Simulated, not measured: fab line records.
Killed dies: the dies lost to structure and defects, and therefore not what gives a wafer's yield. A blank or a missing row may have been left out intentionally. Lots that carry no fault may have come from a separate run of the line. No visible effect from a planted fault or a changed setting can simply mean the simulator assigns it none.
fab line records	flow sky130
[record] lots = 6	wafers = 18	last-day = 49
route steps=708 shown SONOS_TUNNEL@165 SONOS_ONO@168 PAD_OPEN@708
lots untouched by any fault: they come from a run of this same line in which no faults occurred
start-h: hours from the record's opening day to when the first of the lot's shown wafers began	wait-h: hours from the lot's prior step to this one	" the same as in the row above	L1.1+2: one row covering several wafers at once	- no value present, or no start provided	* or withheld: withheld	< > ~ a bound
route shown NAME@n: names a module that has steps shown in the file, with the first one's number in the route	usual: mean/standard deviation taken from wafers without a fault	same: alike in all rows	chamber/n: place in a boat	sites: readings site by site	_std_site: how widely they spread, as a standard deviation	_edge_site: mean of outer sites minus mean of inner sites	radius-mm: for every site, how far away it sits from the centre of the wafer	mask NAME#n: copy n	behind: the tool/chamber that last shaped the wafer	hold: why the lot was held/for how many hours/how that ended	device: names the non-switching transistor (n, p or np)	end of line: at the end of the route, the tests of the same wafers	where a step has no rows: the recipe by itself	killed: dies lost to structure and defects at the first sort, not the wafer's yield	map: a wafer's dies, marking killed ones x, the rest . and places with no die _
set.NAME: the run value of the setting; set.NAME@STEP: its run value at that earlier step	model.NAME: the simulator's own value behind a step, which no gauge read
lots seen at some steps along the route; tables by step, rows by wafer
[[steps]]
[step SKY_SONOS_TUNNEL_STRIP_11]
[recipe] chemistry = SPM	time-s = 600	temp-c = 130
[step SKY_SONOS_TUNNEL_TW_MEAS_12]
[usual] SONOS_TUNNEL_TW = 198.2/1.6
lot.wafer	tool	chamber	start-h	wait-h	SONOS_TUNNEL_TW
L204.1	film-metro-04	-	250.66	0.0	201.5
L204.3	"	-	"	"	199.3
L204.6	"	-	"	"	199.4
L207.2	film-metro-04	-	273.75	0.0	199.5
L207.5	"	-	"	"	202.0
L207.6	"	-	"	"	199.7
L214.1	film-metro-04	-	336.41	0.0	199.3
L214.4	"	-	"	"	198.9
L214.6	"	-	"	"	199.8
L215.4	film-metro-01	-	346.74	0.0	195.9
L215.5	"	-	"	"	196.3
L215.6	"	-	"	"	197.2
L222.2	film-metro-03	-	397.08	0.0	199.0
L222.3	"	-	"	"	198.0
L222.6	"	-	"	"	199.9
L224.2	film-metro-04	-	409.82	0.0	200.5
L224.5	"	-	"	"	200.2
L224.6	"	-	"	"	199.2
[step SKY_SONOS_TUNNEL_CLEAN_13]
[recipe] chemistry = dHF	time-s = 20	dilution = 100:1	dry = ipa-marangoni
[step SKY_SONOS_ONO_OXIDATION_00]
[recipe] temp-c = 800	ambient = O2	idle-temp-c = 700	ramp-up-c-per-min = 10	ramp-down-c-per-min = 3	stabilise-s = 600	purge-s = 300	target-thk-a = 26	ox-time-s = 1249
[step SKY_SONOS_ONO_THK_MEAS_01]
[recipe] reads = SiO2_of_SONOS_ONO_OXIDATION_00
[usual] SONOS_ONO_OXIDATION_THK = 2.59/0.053
lot.wafer	tool	chamber	start-h	wait-h	SONOS_ONO_OXIDATION_THK[nm]
L204.1	film-metro-04	-	254.48	0.0	2.58
L204.3	"	-	"	"	2.56
L204.6	"	-	"	"	2.53
L207.2	film-metro-04	-	275.89	0.0	2.57
L207.5	"	-	"	"	2.55
L207.6	"	-	"	"	2.56
L214.1	film-metro-04	-	338.14	0.0	2.69
L214.4	"	-	"	"	2.64
L214.6	"	-	"	"	2.60
L215.4	film-metro-02	-	348.16	0.0	2.56
L215.5	"	-	"	"	2.57
L215.6	"	-	"	"	2.57
L222.2	film-metro-01	-	399.59	0.0	2.53
L222.3	"	-	"	"	2.60
L222.6	"	-	"	"	2.63
L224.2	film-metro-04	-	412.86	0.0	2.54
L224.5	"	-	"	"	2.61
L224.6	"	-	"	"	2.60
[step SKY_SONOS_ONO_CVD_02]
[recipe] material = Si3N4	precursor = DCS/NH3	target-thk-nm = 10.5	temp-c = 770	time-s = 180	pressure-mtorr = 250
[step SKY_SONOS_ONO_THK_MEAS_03]
[recipe] reads = Si3N4_of_SONOS_ONO_CVD_02
[usual] SONOS_ONO_CVD_02_THK = 10.50/0.15
lot.wafer	tool	chamber	start-h	wait-h	SONOS_ONO_CVD_02_THK[nm]
L204.1	film-metro-01	-	255.59	0.0	10.51
L204.3	"	-	"	"	10.53
L204.6	"	-	"	"	10.49
L207.2	film-metro-01	-	277.00	0.0	10.59
L207.5	"	-	"	"	10.61
L207.6	"	-	"	"	10.56
L214.1	film-metro-01	-	341.24	0.0	10.34
L214.4	"	-	"	"	10.42
L214.6	"	-	"	"	10.40
L215.4	film-metro-02	-	352.18	0.0	10.42
L215.5	"	-	"	"	10.47
L215.6	"	-	"	"	10.35
L222.2	film-metro-01	-	402.61	0.0	10.49
L222.3	"	-	"	"	10.51
L222.6	"	-	"	"	10.41
L224.2	film-metro-01	-	413.97	0.0	10.65
L224.5	"	-	"	"	10.71
L224.6	"	-	"	"	10.73
[step SKY_SONOS_ONO_CVD_04]
[recipe] material = SiO2	precursor = SiH4/N2O	target-thk-nm = 5.7199	temp-c = 900	pressure-mtorr = 400
[step SKY_SONOS_ONO_THK_MEAS_05]
[recipe] reads = SiO2_of_SONOS_ONO_CVD_04
[usual] SONOS_ONO_CVD_04_THK = 5.67/0.13
lot.wafer	tool	chamber	start-h	wait-h	SONOS_ONO_CVD_04_THK[nm]
L204.1	film-metro-02	-	256.90	0.0	5.47
L204.3	"	-	"	"	5.55
L204.6	"	-	"	"	5.54
L207.2	film-metro-01	-	278.31	0.0	5.80
L207.5	"	-	"	"	5.85
L207.6	"	-	"	"	5.70
L214.1	film-metro-04	-	343.17	0.0	5.72
L214.4	"	-	"	"	5.76
L214.6	"	-	"	"	5.80
L215.4	film-metro-02	-	354.11	0.0	5.86
L215.5	"	-	"	"	5.92
L215.6	"	-	"	"	5.91
L222.2	film-metro-01	-	403.92	0.0	5.76
L222.3	"	-	"	"	5.82
L222.6	"	-	"	"	5.87
L224.2	film-metro-01	-	415.28	0.0	5.79
L224.5	"	-	"	"	5.69
L224.6	"	-	"	"	5.65
[step SKY_SONOS_ONO_DEHYDRATE_06]
[recipe] temp-c = 200	time-s = 60
[step SKY_SONOS_ONO_HMDS_07]
[recipe] prime-time-s = 60	prime-temp-c = 120
[step SKY_SONOS_ONO_COAT_08]
[recipe] resist = NOVOLAK	spin-rpm = 3000	resist-thk-nm = 1140
[step SKY_SONOS_ONO_SOFTBAKE_09]
[recipe] temp-c = 90	time-s = 60	resist = NOVOLAK
[usual] exhaust-pa = 45.0/0.85	heater-power-total-W = 56.60/0.044	plate-temp-C = 90.01/0.11
lot.wafer	tool	chamber	start-h	wait-h	exhaust-pa	heater-power-total-W	plate-temp-C
L204.1	litho-track-02	0	268.38	0.1	43.8	56.71	90.29
L204.3	"	0	"	"	44.9	56.60	89.95
L204.6	"	0	"	"	43.4	56.60	90.17
L207.2	litho-track-03	0	290.32	0.1	44.9	56.58	89.95
L207.5	"	0	"	"	44.9	56.61	90.07
L207.6	"	0	"	"	46.7	56.56	90.02
L214.1	litho-track-03	0	357.24	0.1	46.8	57.16	90.56
L214.4	"	0	"	"	44.8	57.21	90.69
L214.6	"	0	"	"	43.5	57.16	90.57
L215.4	litho-track-03	0	367.62	0.1	44.9	57.14	90.69
L215.5	"	0	"	"	45.4	57.17	90.60
L215.6	"	0	"	"	43.9	57.22	90.79
L222.2	litho-track-02	0	418.46	0.1	45.9	56.61	89.96
L222.3	"	0	"	"	45.1	56.58	90.03
L222.6	"	0	"	"	44.8	56.64	90.14
L224.2	litho-track-04	0	429.96	0.1	45.6	56.65	90.03
L224.5	"	0	"	"	45.8	56.64	89.93
L224.6	"	0	"	"	47.2	56.58	90.02
[step SKY_SONOS_ONO_EXPOSE_10]
[recipe] mask-id = ONOM	target-cd-nm = 410	na = 0.6	source-shape = conventional	sigma-outer = 0.6	dose-mj = 150
[step SKY_PAD_OPEN_PROBE_99]
[usual] killed_at_M0_to_M3 = 42/7.6	killed_at_M4_up = 2.9/1.7	killed-at-contacts = 24/5.1	killed-at-front-end = 15/4	killed-at-other = 0.2/0.38	killed-dies = 84/9.9	killed-open = 46/7.2	killed-short = 38/6.6
[same] gross-dies = 492	killed-at-back-side = 0
lot.wafer	tool	chamber	start-h	wait-h	killed_at_M0_to_M3	killed_at_M4_up	killed-at-contacts	killed-at-front-end	killed-at-other	killed-dies	killed-open	killed-short
L204.1	prober-02	-	1077.99	0.1	34	2	18	16	0	70	39	31
L204.3	prober-02	-	1078.09	0.2	55	2	25	11	0	93	52	41
L204.6	prober-02	-	1078.24	0.2	41	3	30	17	0	91	51	40
L207.2	prober-01	-	1095.19	0.1	30	2	25	23	0	80	32	48
L207.5	prober-01	-	1095.34	0.2	33	3	26	12	0	74	43	31
L207.6	prober-01	-	1095.39	0.2	31	1	21	17	0	70	42	28
L214.1	prober-02	-	1141.91	0.1	50	5	26	10	0	91	53	38
L214.4	prober-02	-	1142.06	0.2	40	3	14	12	0	69	30	39
L214.6	prober-02	-	1142.16	0.2	41	5	24	14	0	84	44	40
L215.4	prober-01	-	1153.41	0.2	52	4	28	10	0	94	45	49
L215.5	prober-01	-	1153.46	0.2	48	2	27	13	0	90	46	44
L215.6	prober-01	-	1153.51	0.2	43	3	23	12	0	81	49	32
L222.2	prober-02	-	1182.35	0.1	43	6	24	13	0	86	45	40
L222.3	prober-02	-	1182.40	0.2	34	3	21	14	1	73	34	39
L222.6	prober-02	-	1182.55	0.2	38	6	22	14	0	80	41	39
L224.2	prober-02	-	1184.60	0.1	44	4	24	23	0	95	49	46
L224.5	prober-02	-	1184.75	0.2	54	3	26	15	0	98	52	46
L224.6	prober-02	-	1184.80	0.2	39	2	18	14	0	73	42	31
// killed by level:class
L204.1 VIA1:geometric-particle:open=12 VIA2:geometric-particle:open=5 CONTACT:geometric-particle:open=5 FIELD_ISO:geometric-particle:open=4 SPACER:geometric-particle:open=4 LI_CONTACT:geometric-particle:open=4 LOCAL_INTERCONNECT:geometric-particle:short=4 METAL1:geometric-particle:short=4
L204.3 VIA1:geometric-particle:open=11 VIA3:geometric-particle:open=10 CONTACT:geometric-particle:open=9 FIELD_ISO:geometric-particle:short=8 VIA2:geometric-particle:open=8 METAL1:geometric-particle:short=7 LOCAL_INTERCONNECT:geometric-particle:short=6 VIA1:geometric-particle:short=5
L204.6 VIA2:geometric-particle:open=12 VIA1:geometric-particle:open=11 CONTACT:geometric-particle:open=8 LOCAL_INTERCONNECT:geometric-particle:short=8 FIELD_ISO:geometric-particle:short=6 LI_CONTACT:geometric-particle:open=5 CONTACT:geometric-particle:short=5 FIELD_ISO:geometric-particle:open=4
L207.2 FIELD_ISO:geometric-particle:short=7 LOCAL_INTERCONNECT:geometric-particle:short=7 CONTACT:geometric-particle:open=7 POLY_GATE:geometric-particle:short=6 METAL1:geometric-particle:short=6 VIA3:geometric-particle:open=6 POLY_GATE:geometric-particle:open=5 LI_CONTACT:geometric-particle:open=5
L207.5 LI_CONTACT:geometric-particle:open=10 CONTACT:geometric-particle:open=10 VIA2:geometric-particle:open=7 METAL1:geometric-particle:short=5 FIELD_ISO:geometric-particle:short=4 VIA1:geometric-particle:open=4 METAL2:geometric-particle:short=4 VIA2:geometric-particle:short=4
L207.6 CONTACT:geometric-particle:open=11 VIA1:geometric-particle:open=7 POLY_GATE:geometric-particle:open=6 VIA1:geometric-particle:short=6 LI_CONTACT:geometric-particle:open=5 VIA3:geometric-particle:open=5 VIA2:geometric-particle:short=4 FIELD_ISO:geometric-particle:short=3
L214.1 VIA1:geometric-particle:open=16 CONTACT:geometric-particle:open=10 VIA2:geometric-particle:open=9 LI_CONTACT:geometric-particle:open=8 VIA1:geometric-particle:short=5 METAL2:geometric-particle:short=5 FIELD_ISO:geometric-particle:short=4 METAL1:geometric-particle:short=4
L214.4 METAL1:geometric-particle:short=11 POLY_GATE:geometric-particle:short=5 CONTACT:geometric-particle:open=5 VIA2:geometric-particle:open=5 VIA3:geometric-particle:open=5 VIA1:geometric-particle:short=4 VIA1:geometric-particle:open=4 METAL2:geometric-particle:short=4
L214.6 VIA1:geometric-particle:open=11 CONTACT:geometric-particle:open=8 LI_CONTACT:geometric-particle:open=6 POLY_GATE:geometric-particle:short=5 VIA1:geometric-particle:short=5 FIELD_ISO:geometric-particle:open=4 LOCAL_INTERCONNECT:geometric-particle:short=4 CONTACT:geometric-particle:short=4
L215.4 VIA1:geometric-particle:open=10 VIA2:geometric-particle:open=9 CONTACT:geometric-particle:short=7 METAL1:geometric-particle:short=7 METAL2:geometric-particle:short=7 LI_CONTACT:geometric-particle:open=6 CONTACT:geometric-particle:open=6 LI_CONTACT:geometric-particle:short=5
L215.5 CONTACT:geometric-particle:open=9 VIA1:geometric-particle:open=9 METAL2:geometric-particle:short=8 LI_CONTACT:geometric-particle:open=6 METAL1:geometric-particle:short=6 VIA1:geometric-particle:short=6 LOCAL_INTERCONNECT:geometric-particle:short=5 VIA3:geometric-particle:open=5
L215.6 VIA1:geometric-particle:open=10 LI_CONTACT:geometric-particle:open=8 CONTACT:geometric-particle:open=7 VIA2:geometric-particle:open=7 VIA3:geometric-particle:open=6 METAL2:geometric-particle:short=5 FIELD_ISO:geometric-particle:short=4 CONTACT:geometric-particle:short=4
L222.2 METAL1:geometric-particle:short=12 CONTACT:geometric-particle:open=11 VIA1:geometric-particle:open=8 VIA2:geometric-particle:open=8 FIELD_ISO:geometric-particle:open=4 LI_CONTACT:geometric-particle:open=4 POLY_CUT:geometric-particle:short=3 CONTACT:geometric-particle:short=3
L222.3 CONTACT:geometric-particle:open=9 VIA1:geometric-particle:open=6 METAL2:geometric-particle:short=6 POLY_GATE:geometric-particle:short=5 LI_CONTACT:geometric-particle:open=5 CONTACT:geometric-particle:short=4 METAL1:geometric-particle:short=4 FIELD_ISO:geometric-particle:short=3
L222.6 VIA1:geometric-particle:open=8 VIA2:geometric-particle:open=8 LI_CONTACT:geometric-particle:open=6 LOCAL_INTERCONNECT:geometric-particle:short=6 CONTACT:geometric-particle:open=5 METAL1:geometric-particle:short=5 METAL2:geometric-particle:short=5 METAL4:geometric-particle:short=5
L224.2 CONTACT:geometric-particle:open=9 METAL2:geometric-particle:short=9 VIA1:geometric-particle:open=9 FIELD_ISO:geometric-particle:open=6 VIA3:geometric-particle:open=5 METAL1:geometric-particle:short=5 VIA1:geometric-particle:short=5 VIA2:geometric-particle:open=5
L224.5 CONTACT:geometric-particle:open=12 VIA1:geometric-particle:open=10 METAL2:geometric-particle:short=10 VIA2:geometric-particle:open=9 LI_CONTACT:geometric-particle:open=5 VIA1:geometric-particle:short=5 VIA2:geometric-particle:short=5 LI_CONTACT:geometric-particle:short=4
L224.6 VIA1:geometric-particle:open=10 CONTACT:geometric-particle:open=9 VIA2:geometric-particle:open=9 FIELD_ISO:geometric-particle:short=6 METAL1:geometric-particle:short=5 METAL2:geometric-particle:short=4 FIELD_ISO:geometric-particle:open=3 LOCAL_INTERCONNECT:geometric-particle:open=3
[[key]]
[first-sign] step = SKY_SONOS_ONO_SOFTBAKE_09	reading = heater-power-total-W	direction = up	sigmas = 13	usual = *	struck = *
[effect] step = SKY_SONOS_ONO_SOFTBAKE_09	reading = plate-temp-C	direction = up	sigmas = 5.8	usual = *	struck = *
met-at SKY_SONOS_ONO_SOFTBAKE_09
struck-wafers L214.1,L214.4,L214.6,L215.4,L215.5,L215.6
tester-left-out L214,L215
onset-between 290.32 357.24
[fault] kind = process-parameter-drift	tool = litho-track-03	chamber = -	onset-h = 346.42	steps = SKY_SONOS_ONO_SOFTBAKE_09	channel = temp-c	offset = *	shape = step	end-h = 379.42	acts-in = *	stated = *
// tester-left-out: of these lots the tester's yield and bins aren't shown, on N5 and GAA mostly nor the transistor test; their killed dies are dies lost to structure and defects alone, not to doping, threshold or leakage, so they don't give the yield
